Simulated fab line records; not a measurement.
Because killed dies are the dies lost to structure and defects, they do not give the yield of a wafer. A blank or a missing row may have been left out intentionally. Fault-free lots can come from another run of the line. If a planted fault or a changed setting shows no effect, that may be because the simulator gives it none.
fab line records	flow sky130
[record] lots = 5	wafers = 15	lastDay = 49
route steps=708 shown POLY_GATE@234 LDD_N@237 LDD_P@255
lots untouched by any fault: they come from a run of this same line in which no faults occurred
startH: hours from the record's first day to the start of the lot's first wafer shown	waitH: time in hours since the lot's previous step	" the same as in the row above	L1.1+2: one row covering several wafers at once	- value missing, or start not given	* or withheld: withheld	< > ~ a bound
route shown NAME@n: a module of which the file shows steps, and the number in the route of the first	usual: the fault-free wafers' mean and standard deviation	same: alike in all rows	chamber/n: place in a boat	sites: readings site by site	_std_site: their standard deviation	_edge_site: mean of outer sites minus mean of inner sites	radiusMm: how far each site lies from the wafer's centre	mask NAME#n: copy n	behind: the last tool/chamber to shape the wafer	hold: why the lot went on hold/how many hours it stayed there/how the hold came to an end	device: the n, p or np transistor that did not switch	end of line: the route-end tests of the same wafers	step lacking rows: just its recipe	killed: at the first sort, the dies lost to defects and structure; wafer yield is something else	map: per-die view of a wafer (x killed, . not killed, _ where there is no die)
set.NAME: the run value of the setting; set.NAME@STEP: its run value at that earlier step	model.NAME: the simulator's own value behind a step, which no gauge read
a table for each step, a row for each wafer; lots at some steps of the route
services: when a tool's chamber went out of use (startH, in hours from the record's first day, below 0 if earlier), for how many hours, and the reason
[[steps]]
[step SKY_POLY_GATE_OXIDATION_20]
[recipe] tempC = 850	ambient = O2	stabiliseS = 600	purgeS = 300	targetThkA = 40	oxTimeS = 899
[usual] oxTempC = 850.0/0.35	zonePowerUpperPct = 14.9/0.68
lot.wafer	tool	chamber	startH	waitH	oxTempC	zonePowerUpperPct
L086.1	furnace-01	0	476.29	0.0	850.0	14.0
L086.2	"	0	"	"	850.2	14.1
L086.4	"	0	"	"	850.1	14.2
L087.1	furnace-02	0	482.07	0.0	850.4	15.6
L087.4	"	0	"	"	850.3	15.5
L087.6	"	0	"	"	850.7	15.6
L088.1	furnace-02	0	495.06	0.0	850.0	15.6
L088.4	"	0	"	"	849.9	15.6
L088.5	"	0	"	"	849.4	15.8
L089.1	furnace-02	0	497.66	0.8	849.9	15.7
L089.3	"	0	"	"	849.7	15.6
L089.6	"	0	"	"	850.1	15.4
L092.2	furnace-02	0	521.92	0.1	850.5	15.6
L092.4	"	0	"	"	849.9	15.5
L092.6	"	0	"	"	850.2	15.6
[step SKY_POLY_GATE_THK_MEAS_21]
[recipe] reads = SiO2_of_POLY_GATE_OXIDATION_20
[usual] POLY_GATE_OXIDATION_THK = 4.01/0.092
lot.wafer	tool	chamber	startH	waitH	POLY_GATE_OXIDATION_THK[nm]
L086.1	filmMetro-02	-	477.54	0.0	3.96
L086.2	"	-	"	"	3.99
L086.4	"	-	"	"	3.95
L087.1	filmMetro-02	-	483.32	0.0	4.08
L087.4	"	-	"	"	4.09
L087.6	"	-	"	"	4.08
L088.1	filmMetro-02	-	496.31	0.0	4.05
L088.4	"	-	"	"	4.04
L088.5	"	-	"	"	4.06
L089.1	filmMetro-01	-	498.91	0.0	4.16
L089.3	"	-	"	"	4.17
L089.6	"	-	"	"	4.17
L092.2	filmMetro-02	-	523.18	0.0	4.04
L092.4	"	-	"	"	3.96
L092.6	"	-	"	"	4.01
[step SKY_POLY_GATE_CD_MEAS_22]
[usual] cdNm = 149.4/2.3
lot.wafer	tool	chamber	startH	waitH	cdNm
L086.1	cdSem-01	-	477.60	0.1	148.6
L086.2	"	-	"	"	145.7
L086.4	"	-	"	"	148.8
L087.1	cdSem-01	-	483.38	0.1	148.5
L087.4	"	-	"	"	150.4
L087.6	"	-	"	"	148.5
L088.1	cdSem-01	-	496.37	0.1	147.2
L088.4	"	-	"	"	147.5
L088.5	"	-	"	"	149.2
L089.1	cdSem-02	-	498.97	0.1	148.2
L089.3	"	-	"	"	146.3
L089.6	"	-	"	"	147.7
L092.2	cdSem-02	-	523.26	0.1	149.7
L092.4	"	-	"	"	147.8
L092.6	"	-	"	"	150.0
[step SKY_LDD_N_DEHYDRATE_00]
[recipe] tempC = 200	timeS = 60
[usual] heaterPowerTotalW = 160.38/0.13
lot.wafer	tool	chamber	startH	waitH	heaterPowerTotalW
L086.1	lithoTrack-04	0	492.66	15.0	160.44
L086.2	"	0	"	"	160.53
L086.4	"	0	"	"	160.35
L087.1	lithoTrack-04	0	497.41	14.0	160.44
L087.4	"	0	"	"	160.41
L087.6	"	0	"	"	160.19
L088.1	lithoTrack-03	0	510.97	14.6	160.59
L088.4	"	0	"	"	160.33
L088.5	"	0	"	"	160.19
L089.1	lithoTrack-02	0	513.79	14.8	160.56
L089.3	"	0	"	"	160.27
L089.6	"	0	"	"	160.37
L092.2	lithoTrack-04	0	537.89	14.6	160.56
L092.4	"	0	"	"	160.54
L092.6	"	0	"	"	160.63
[step SKY_LDD_N_HMDS_01]
[recipe] primeTimeS = 60	primeTempC = 120
lot.wafer	tool	chamber	startH	waitH
L086.1+2+4	lithoTrack-04	0	492.81	0.1
L087.1+4+6	lithoTrack-04	0	497.56	0.1
L088.1+4+5	lithoTrack-03	0	511.12	0.1
L089.1+3+6	lithoTrack-02	0	513.94	0.1
L092.2+4+6	lithoTrack-04	0	538.04	0.1
[step SKY_LDD_N_COAT_02]
[recipe] resist = NOVOLAK	spinRpm = 3000	resistThkNm = 300
[usual] spinSpeedRpm = 3000.1/1.9
lot.wafer	tool	chamber	startH	waitH	spinSpeedRpm
L086.1	lithoTrack-04	0	492.96	0.1	2999.2
L086.2	"	0	"	"	3002.7
L086.4	"	0	"	"	3001.5
L087.1	lithoTrack-04	0	497.71	0.1	3000.1
L087.4	"	0	"	"	3000.5
L087.6	"	0	"	"	2998.7
L088.1	lithoTrack-03	0	511.27	0.1	2999.8
L088.4	"	0	"	"	3000.5
L088.5	"	0	"	"	2999.5
L089.1	lithoTrack-02	0	514.09	0.1	2998.5
L089.3	"	0	"	"	3001.7
L089.6	"	0	"	"	2998.1
L092.2	lithoTrack-04	0	538.19	0.1	3001.3
L092.4	"	0	"	"	2997.1
L092.6	"	0	"	"	2998.5
[step SKY_LDD_N_SOFTBAKE_03]
[recipe] tempC = 90	timeS = 60	resist = NOVOLAK
[usual] heaterPowerTotalW = 56.60/0.045
lot.wafer	tool	chamber	startH	waitH	heaterPowerTotalW
L086.1	lithoTrack-04	0	493.11	0.1	56.58
L086.2	"	0	"	"	56.60
L086.4	"	0	"	"	56.53
L087.1	lithoTrack-04	0	497.86	0.1	56.58
L087.4	"	0	"	"	56.61
L087.6	"	0	"	"	56.67
L088.1	lithoTrack-03	0	511.42	0.1	56.62
L088.4	"	0	"	"	56.57
L088.5	"	0	"	"	56.59
L089.1	lithoTrack-02	0	514.24	0.1	56.64
L089.3	"	0	"	"	56.57
L089.6	"	0	"	"	56.63
L092.2	lithoTrack-04	0	538.34	0.1	56.63
L092.4	"	0	"	"	56.68
L092.6	"	0	"	"	56.60
[step SKY_LDD_N_EXPOSE_04]
[recipe] maskId = NTM	targetCdNm = 840	na = 0.6	sourceShape = conventional	sigmaOuter = 0.6	doseMj = 110
[usual] reticleTempC = 23.00/0.096
lot.wafer	tool	chamber	startH	waitH	mask	reticleTempC
L086.1	ilineStepper-01	0	-	-	NTM#0	23.26
L086.2	"	0	"	"	NTM#0	23.05
L086.4	"	0	"	"	NTM#0	23.08
L087.1	ilineStepper-02	0	-	-	NTM#0	22.85
L087.4	"	0	"	"	NTM#0	22.89
L087.6	"	0	"	"	NTM#0	22.95
L088.1	ilineStepper-01	0	-	-	NTM#0	23.01
L088.4	"	0	"	"	NTM#0	22.89
L088.5	"	0	"	"	NTM#0	22.92
L089.1	ilineStepper-01	0	-	-	NTM#0	22.97
L089.3	"	0	"	"	NTM#0	23.01
L089.6	"	0	"	"	NTM#0	23.15
L092.2	ilineStepper-01	0	-	-	NTM#0	23.00
L092.4	"	0	"	"	NTM#0	22.92
L092.6	"	0	"	"	NTM#0	22.95
[step SKY_LDD_N_PEB_05]
[recipe] tempC = withheld	timeS = *	resist = NOVOLAK
lot.wafer	tool	chamber	startH	waitH
L086.1+2+4	lithoTrack-02	0	-	-
L087.1+4+6	lithoTrack-03	0	-	-
L088.1+4+5	lithoTrack-02	0	-	-
L089.1+3+6	lithoTrack-04	0	-	-
L092.2+4+6	lithoTrack-03	0	-	-
[step SKY_LDD_N_DEVELOP_06]
[recipe] developTimeS = 60	devTempC = 23
[same] developTimeS = 60
lot.wafer	tool	chamber	startH	waitH
L086.1+2+4	lithoTrack-02	0	508.59	0.1
L087.1+4+6	lithoTrack-03	0	512.97	0.1
L088.1+4+5	lithoTrack-02	0	526.44	0.1
L089.1+3+6	lithoTrack-04	0	529.06	0.1
L092.2+4+6	lithoTrack-03	0	552.90	0.1
[step SKY_LDD_N_OVL_MEAS_07]
[usual] LDD_N_OVL = -0.3/1.3
lot.wafer	tool	chamber	startH	waitH	LDD_N_OVL[nm]
L086.1	overlay-01	-	508.74	0.1	-0.4
L086.2	"	-	"	"	-0.3
L086.4	"	-	"	"	-1.3
L087.1	overlay-02	-	513.12	0.1	0.7
L087.4	"	-	"	"	1.4
L087.6	"	-	"	"	-1.3
L088.1	overlay-02	-	526.59	0.1	-1.2
L088.4	"	-	"	"	-0.4
L088.5	"	-	"	"	-1.1
L089.1	overlay-01	-	529.21	0.1	0.0
L089.3	"	-	"	"	-0.9
L089.6	"	-	"	"	-1.1
L092.2	overlay-01	-	553.03	0.1	0.8
L092.4	"	-	"	"	0.7
L092.6	"	-	"	"	-0.1
[step SKY_LDD_N_IMPLANT_08]
[recipe] species = As	energyKev = 20	doseCm2 = 7.5e+13	tiltDeg = withheld	rotationDeg = 23
[usual] faradayCurrentUA = 423/7.9
lot.wafer	tool	chamber	startH	waitH	faradayCurrentUA
L086.1	implanter-01	0	508.78	0.0	434
L086.2	"	0	"	"	418
L086.4	"	0	"	"	424
L087.1	implanter-03	0	513.16	0.0	428
L087.4	"	0	"	"	431
L087.6	"	0	"	"	439
L088.1	implanter-04	0	526.63	0.0	429
L088.4	"	0	"	"	429
L088.5	"	0	"	"	410
L089.1	implanter-01	0	529.25	0.0	422
L089.3	"	0	"	"	409
L089.6	"	0	"	"	425
L092.2	implanter-01	0	553.08	0.0	424
L092.4	"	0	"	"	428
L092.6	"	0	"	"	427
[step SKY_LDD_N_IMPLANT_09]
[recipe] species = As	energyKev = 20	doseCm2 = 7.5e+13	tiltDeg = withheld	rotationDeg = 113
[usual] faradayCurrentUA = 422/8
lot.wafer	tool	chamber	startH	waitH	faradayCurrentUA
L086.1	implanter-01	0	508.93	0.1	419
L086.2	"	0	"	"	421
L086.4	"	0	"	"	425
L087.1	implanter-03	0	513.31	0.1	423
L087.4	"	0	"	"	411
L087.6	"	0	"	"	428
L088.1	implanter-04	0	526.78	0.1	424
L088.4	"	0	"	"	426
L088.5	"	0	"	"	421
L089.1	implanter-01	0	529.40	0.1	405
L089.3	"	0	"	"	415
L089.6	"	0	"	"	426
L092.2	implanter-01	0	553.23	0.1	421
L092.4	"	0	"	"	412
L092.6	"	0	"	"	414
[step SKY_LDD_N_IMPLANT_10]
[recipe] species = As	energyKev = 20	doseCm2 = 7.5e+13	tiltDeg = withheld	rotationDeg = 203
[usual] faradayCurrentUA = 423/8
lot.wafer	tool	chamber	startH	waitH	faradayCurrentUA
L086.1	implanter-01	0	509.08	0.1	414
L086.2	"	0	"	"	432
L086.4	"	0	"	"	410
L087.1	implanter-03	0	513.46	0.1	428
L087.4	"	0	"	"	401
L087.6	"	0	"	"	419
L088.1	implanter-04	0	526.93	0.1	419
L088.4	"	0	"	"	416
L088.5	"	0	"	"	407
L089.1	implanter-01	0	529.55	0.1	432
L089.3	"	0	"	"	423
L089.6	"	0	"	"	413
L092.2	implanter-01	0	553.38	0.1	432
L092.4	"	0	"	"	407
L092.6	"	0	"	"	420
[step SKY_LDD_N_IMPLANT_11]
[recipe] species = As	energyKev = 20	doseCm2 = 7.5e+13	tiltDeg = withheld	rotationDeg = 293
[usual] faradayCurrentUA = 422/8.9
lot.wafer	tool	chamber	startH	waitH	faradayCurrentUA
L086.1	implanter-01	0	509.23	0.1	428
L086.2	"	0	"	"	425
L086.4	"	0	"	"	404
L087.1	implanter-03	0	513.61	0.1	417
L087.4	"	0	"	"	406
L087.6	"	0	"	"	412
L088.1	implanter-04	0	527.08	0.1	425
L088.4	"	0	"	"	412
L088.5	"	0	"	"	416
L089.1	implanter-01	0	529.70	0.1	430
L089.3	"	0	"	"	422
L089.6	"	0	"	"	425
L092.2	implanter-01	0	553.53	0.1	435
L092.4	"	0	"	"	427
L092.6	"	0	"	"	424
[step SKY_LDD_N_IMPLANT_12]
[recipe] species = BF2	energyKev = 50	doseCm2 = 5e+12	tiltDeg = 30	rotationDeg = 0
[usual] faradayCurrentUA = 28.2/0.55
lot.wafer	tool	chamber	startH	waitH	faradayCurrentUA
L086.1	implanter-01	0	509.38	0.1	28.2
L086.2	"	0	"	"	26.9
L086.4	"	0	"	"	27.9
L087.1	implanter-03	0	513.76	0.1	28.5
L087.4	"	0	"	"	28.0
L087.6	"	0	"	"	28.5
L088.1	implanter-04	0	527.23	0.1	27.3
L088.4	"	0	"	"	27.8
L088.5	"	0	"	"	28.9
L089.1	implanter-01	0	529.85	0.1	27.8
L089.3	"	0	"	"	28.2
L089.6	"	0	"	"	28.8
L092.2	implanter-01	0	553.68	0.1	27.8
L092.4	"	0	"	"	28.7
L092.6	"	0	"	"	28.1
[step SKY_LDD_N_IMPLANT_13]
[recipe] species = BF2	energyKev = 50	doseCm2 = 5e+12	tiltDeg = 30	rotationDeg = 90
[usual] faradayCurrentUA = 28.2/0.5
lot.wafer	tool	chamber	startH	waitH	faradayCurrentUA
L086.1	implanter-01	0	509.53	0.1	28.0
L086.2	"	0	"	"	28.3
L086.4	"	0	"	"	29.4
L087.1	implanter-03	0	513.91	0.1	28.7
L087.4	"	0	"	"	27.4
L087.6	"	0	"	"	28.4
L088.1	implanter-04	0	527.38	0.1	27.9
L088.4	"	0	"	"	29.0
L088.5	"	0	"	"	28.6
L089.1	implanter-01	0	530.00	0.1	27.7
L089.3	"	0	"	"	28.5
L089.6	"	0	"	"	28.6
L092.2	implanter-01	0	553.83	0.1	27.5
L092.4	"	0	"	"	28.4
L092.6	"	0	"	"	28.3
[step SKY_LDD_N_IMPLANT_14]
[recipe] species = BF2	energyKev = 50	doseCm2 = 5e+12	tiltDeg = 30	rotationDeg = 180
[usual] faradayCurrentUA = 28.1/0.59
lot.wafer	tool	chamber	startH	waitH	faradayCurrentUA
L086.1	implanter-01	0	509.68	0.1	28.4
L086.2	"	0	"	"	29.2
L086.4	"	0	"	"	28.8
L087.1	implanter-03	0	514.06	0.1	28.6
L087.4	"	0	"	"	27.0
L087.6	"	0	"	"	27.6
L088.1	implanter-04	0	527.53	0.1	27.7
L088.4	"	0	"	"	28.4
L088.5	"	0	"	"	28.7
L089.1	implanter-01	0	530.15	0.1	28.9
L089.3	"	0	"	"	28.7
L089.6	"	0	"	"	28.9
L092.2	implanter-01	0	553.98	0.1	28.1
L092.4	"	0	"	"	27.8
L092.6	"	0	"	"	28.8
[step SKY_LDD_N_IMPLANT_15]
[recipe] species = BF2	energyKev = 50	doseCm2 = 5e+12	tiltDeg = 30	rotationDeg = 270
[usual] faradayCurrentUA = 28.2/0.64
lot.wafer	tool	chamber	startH	waitH	faradayCurrentUA
L086.1	implanter-01	0	509.83	0.1	27.5
L086.2	"	0	"	"	27.8
L086.4	"	0	"	"	29.8
L087.1	implanter-03	0	514.21	0.1	28.3
L087.4	"	0	"	"	26.8
L087.6	"	0	"	"	29.0
L088.1	implanter-04	0	527.68	0.1	27.8
L088.4	"	0	"	"	28.6
L088.5	"	0	"	"	28.4
L089.1	implanter-01	0	530.30	0.1	28.5
L089.3	"	0	"	"	28.1
L089.6	"	0	"	"	27.8
L092.2	implanter-01	0	554.13	0.1	29.1
L092.4	"	0	"	"	28.5
L092.6	"	0	"	"	28.0
[step SKY_LDD_N_STRIP_16]
[recipe] chemistry = O2/N2	powerW = 1400	pressureMtorr = 1500	platenTempC = withheld	o2FlowSccm = 3000	n2FlowSccm = 300	overashFraction = 0.5
[usual] drypumpMotorCurrentA = 5.79/0.22	oesProductAu = 0.407/0.0048	stripTimeToEndpointS = 4.315/0.014
lot.wafer	tool	chamber	startH	waitH	drypumpMotorCurrentA	oesProductAu	rfHoursCounterH	stripTimeToEndpointS
L086.1	plasmaAsher-01	1	509.98	0.1	5.71	0.396	7	4.296
L086.2	"	0	"	"	5.60	0.410	7	4.299
L086.4	"	1	"	"	5.74	0.406	-	4.307
L087.1	plasmaAsher-03	1	514.36	0.1	6.24	0.406	72	4.292
L087.4	"	1	"	"	6.25	0.404	-	4.298
L087.6	"	0	"	"	5.61	0.398	-	4.299
L088.1	plasmaAsher-01	0	527.83	0.1	5.59	0.406	9	4.301
L088.4	"	0	"	"	5.63	0.404	-	4.325
L088.5	"	1	"	"	5.73	0.406	-	4.310
L089.1	plasmaAsher-01	0	530.45	0.1	5.63	0.403	9	4.324
L089.3	"	1	"	"	5.72	0.407	-	4.299
L089.6	"	0	"	"	5.61	0.400	-	4.308
L092.2	plasmaAsher-01	1	554.26	0.1	5.70	0.408	12	4.320
L092.4	"	0	"	"	5.60	0.414	-	4.332
L092.6	"	1	"	"	5.69	0.410	-	4.308
[step SKY_LDD_N_TW_MEAS_17]
[usual] LDD_N_TW = 2612/15
lot.wafer	tool	chamber	startH	waitH	LDD_N_TW
L086.1	filmMetro-04	-	510.08	0.1	2611
L086.2	"	-	"	"	2629
L086.4	"	-	"	"	2605
L087.1	filmMetro-02	-	514.46	0.1	2603
L087.4	"	-	"	"	2610
L087.6	"	-	"	"	2609
L088.1	filmMetro-02	-	527.93	0.1	2601
L088.4	"	-	"	"	2602
L088.5	"	-	"	"	2616
L089.1	filmMetro-02	-	530.55	0.1	2588
L089.3	"	-	"	"	2596
L089.6	"	-	"	"	2598
L092.2	filmMetro-02	-	554.37	0.1	2593
L092.4	"	-	"	"	2611
L092.6	"	-	"	"	2602
[step SKY_LDD_P_DEHYDRATE_00]
[recipe] tempC = 200	timeS = 60
[usual] heaterPowerTotalW = 160.39/0.13
lot.wafer	tool	chamber	startH	waitH	heaterPowerTotalW
L086.1	lithoTrack-03	0	524.42	14.3	160.50
L086.2	"	0	"	"	160.31
L086.4	"	0	"	"	160.28
L087.1	lithoTrack-01	0	528.65	14.2	160.44
L087.4	"	0	"	"	160.47
L087.6	"	0	"	"	160.34
L088.1	lithoTrack-03	0	542.62	14.7	160.25
L088.4	"	0	"	"	160.38
L088.5	"	0	"	"	160.19
L089.1	lithoTrack-02	0	545.44	14.9	160.52
L089.3	"	0	"	"	160.32
L089.6	"	0	"	"	160.35
L092.2	lithoTrack-01	0	568.72	14.3	160.47
L092.4	"	0	"	"	160.11
L092.6	"	0	"	"	160.58
[step SKY_LDD_P_HMDS_01]
[recipe] primeTimeS = 60	primeTempC = 120
lot.wafer	tool	chamber	startH	waitH
L086.1+2+4	lithoTrack-03	0	524.57	0.1
L087.1+4+6	lithoTrack-01	0	528.80	0.1
L088.1+4+5	lithoTrack-03	0	542.77	0.1
L089.1+3+6	lithoTrack-02	0	545.59	0.1
L092.2+4+6	lithoTrack-01	0	568.87	0.1
[step SKY_LDD_P_COAT_02]
[recipe] resist = NOVOLAK	spinRpm = 3000	resistThkNm = 1140
[usual] spinSpeedRpm = 2999.9/2.1
lot.wafer	tool	chamber	startH	waitH	spinSpeedRpm
L086.1	lithoTrack-03	0	524.72	0.1	3000.3
L086.2	"	0	"	"	3001.1
L086.4	"	0	"	"	3003.0
L087.1	lithoTrack-01	0	528.95	0.1	3001.6
L087.4	"	0	"	"	2999.0
L087.6	"	0	"	"	2998.2
L088.1	lithoTrack-03	0	542.92	0.1	2999.5
L088.4	"	0	"	"	2998.8
L088.5	"	0	"	"	3000.2
L089.1	lithoTrack-02	0	545.74	0.1	2996.3
L089.3	"	0	"	"	2999.0
L089.6	"	0	"	"	2999.1
L092.2	lithoTrack-01	0	569.02	0.1	3000.9
L092.4	"	0	"	"	3001.8
L092.6	"	0	"	"	3001.2
[step SKY_LDD_P_SOFTBAKE_03]
[recipe] tempC = 90	timeS = 60	resist = NOVOLAK
[usual] heaterPowerTotalW = 56.60/0.044
lot.wafer	tool	chamber	startH	waitH	heaterPowerTotalW
L086.1	lithoTrack-03	0	524.87	0.1	56.61
L086.2	"	0	"	"	56.57
L086.4	"	0	"	"	56.64
L087.1	lithoTrack-01	0	529.10	0.1	56.55
L087.4	"	0	"	"	56.60
L087.6	"	0	"	"	56.58
L088.1	lithoTrack-03	0	543.07	0.1	56.59
L088.4	"	0	"	"	56.65
L088.5	"	0	"	"	56.59
L089.1	lithoTrack-02	0	545.89	0.1	56.61
L089.3	"	0	"	"	56.50
L089.6	"	0	"	"	56.64
L092.2	lithoTrack-01	0	569.17	0.1	56.62
L092.4	"	0	"	"	56.57
L092.6	"	0	"	"	56.60
[step SKY_LDD_P_EXPOSE_04]
[recipe] maskId = PSDM	na = 0.6	sourceShape = conventional	sigmaOuter = 0.6	polarization = unpolarized	targetCdNm = 380	doseMj = 138
[usual] reticleTempC = 23.02/0.1
lot.wafer	tool	chamber	startH	waitH	mask	reticleTempC
L086.1	ilineStepper-02	0	-	-	PSDM#0	22.97
L086.2	"	0	"	"	PSDM#0	23.05
L086.4	"	0	"	"	PSDM#0	23.14
L087.1	ilineStepper-01	0	-	-	PSDM#0	22.95
L087.4	"	0	"	"	PSDM#0	22.97
L087.6	"	0	"	"	PSDM#0	23.11
L088.1	ilineStepper-01	0	-	-	PSDM#0	23.09
L088.4	"	0	"	"	PSDM#0	22.88
L088.5	"	0	"	"	PSDM#0	23.24
L089.1	ilineStepper-01	0	-	-	PSDM#0	23.16
L089.3	"	0	"	"	PSDM#0	23.15
L089.6	"	0	"	"	PSDM#0	23.06
L092.2	ilineStepper-01	0	-	-	PSDM#0	23.14
L092.4	"	0	"	"	PSDM#0	23.04
L092.6	"	0	"	"	PSDM#0	22.88
[step SKY_LDD_P_PEB_05]
[recipe] tempC = withheld	timeS = *	resist = NOVOLAK
lot.wafer	tool	chamber	startH	waitH
L086.1+2+4	lithoTrack-03	0	-	-
L087.1+4+6	lithoTrack-03	0	-	-
L088.1+4+5	lithoTrack-03	0	-	-
L089.1+3+6	lithoTrack-03	0	-	-
L092.2+4+6	lithoTrack-02	0	-	-
[step SKY_LDD_P_DEVELOP_06]
[recipe] resist = NOVOLAK	developer = TMAH	developTimeS = 60	devTempC = 23
[same] developTimeS = 60
lot.wafer	tool	chamber	startH	waitH
L086.1+2+4	lithoTrack-03	0	539.62	0.1
L087.1+4+6	lithoTrack-03	0	543.97	0.1
L088.1+4+5	lithoTrack-03	0	557.62	0.1
L089.1+3+6	lithoTrack-03	0	559.47	0.1
L092.2+4+6	lithoTrack-02	0	583.42	0.1
[[services]]
tool	chamber	startH	hours	kind
implanter-03	-	461.71	3.9	repair
ilineStepper-01	-	471.21	1.7	pm
ilineStepper-01	0	472.83	-	calibration
ilineStepper-02	-	472.88	1.7	pm
ilineStepper-02	-	477.28	-	calibration
furnace-01	-	498.76	4.1	pm
implanter-01	-	499.82	4.5	pm
furnace-01	-	509.41	4.6	pm
furnace-02	-	526.50	1.8	pm
implanter-04	-	536.24	3.5	pm
implanter-03	-	540.12	1.0	repair
implanter-03	-	541.19	2.7	repair
ilineStepper-02	-	542.26	7.0	repair
implanter-04	-	546.21	1.9	repair
implanter-03	-	568.04	6.7	repair
ilineStepper-01	-	573.22	12.1	repair
implanter-01	-	576.75	120.1	pm
[[key]]
fault none
